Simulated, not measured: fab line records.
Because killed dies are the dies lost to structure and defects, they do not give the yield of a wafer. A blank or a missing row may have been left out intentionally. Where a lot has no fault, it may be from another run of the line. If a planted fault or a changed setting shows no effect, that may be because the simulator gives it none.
A single fault, viewed from 2 desks    flow sky130    every desk sees just its own numbers, and what lay behind them comes last

## DESK OF THE TOOL OWNER: cmp-02
The tool's own readings at SKY_VIA1_CMP_02 (polishes SiO2): means of the sampled wafers that have a number, for each lot that ran on this tool. The brackets show how far a lot's mean lies from the usual mean; more than 4 standard deviations puts the lot out of limits, marked OUT.
Columns: A = motor_current_A at SKY_VIA1_CMP_02, usual 12.3 A
lot   first seen here  A
L377  day 32 15:44     13.1
L378  day 33 11:58     12.9
L381  day 34 19:49     12.6
L385  day 36 01:43     12.6
L389  day 37 01:32     12.4
L390  day 37 08:15     13.1
L391  day 37 15:34     13.0
L394  day 38 08:02     12.7
L397  day 38 22:14     12.4
This desk found nothing out of limits on any of the 9 lots.

## FROM THE METROLOGY DESK
What the gauges read for every lot (on any tool): the sampled wafers with a number, averaged. The brackets show how far a lot's mean lies from the usual mean; more than 4 standard deviations puts the lot out of limits, marked OUT.
Columns: A = CONTACT_BOW at SKY_CONTACT_BOW_MEAS_05, usual 82 um
lot   first seen here  A
L377  day 30 06:14     78
L378  day 31 03:35     73
L380  day 31 12:02     72
L381  day 32 12:26     80
L383  day 33 02:55     80
L385  day 33 20:12     81
L389  day 34 18:43     82
L390  day 35 01:11     88
L391  day 35 07:26     83
L394  day 36 01:25     73
L397  day 36 16:03     82
L399  day 37 06:19     80
This desk found nothing out of limits on any of the 12 lots.

## PUT TOGETHER
The tool owner's desk saw nothing out of limits.
From the metrology desk's view, nothing was out of limits.

## WHAT HAD BEEN PUT IN BY THE SIMULATOR
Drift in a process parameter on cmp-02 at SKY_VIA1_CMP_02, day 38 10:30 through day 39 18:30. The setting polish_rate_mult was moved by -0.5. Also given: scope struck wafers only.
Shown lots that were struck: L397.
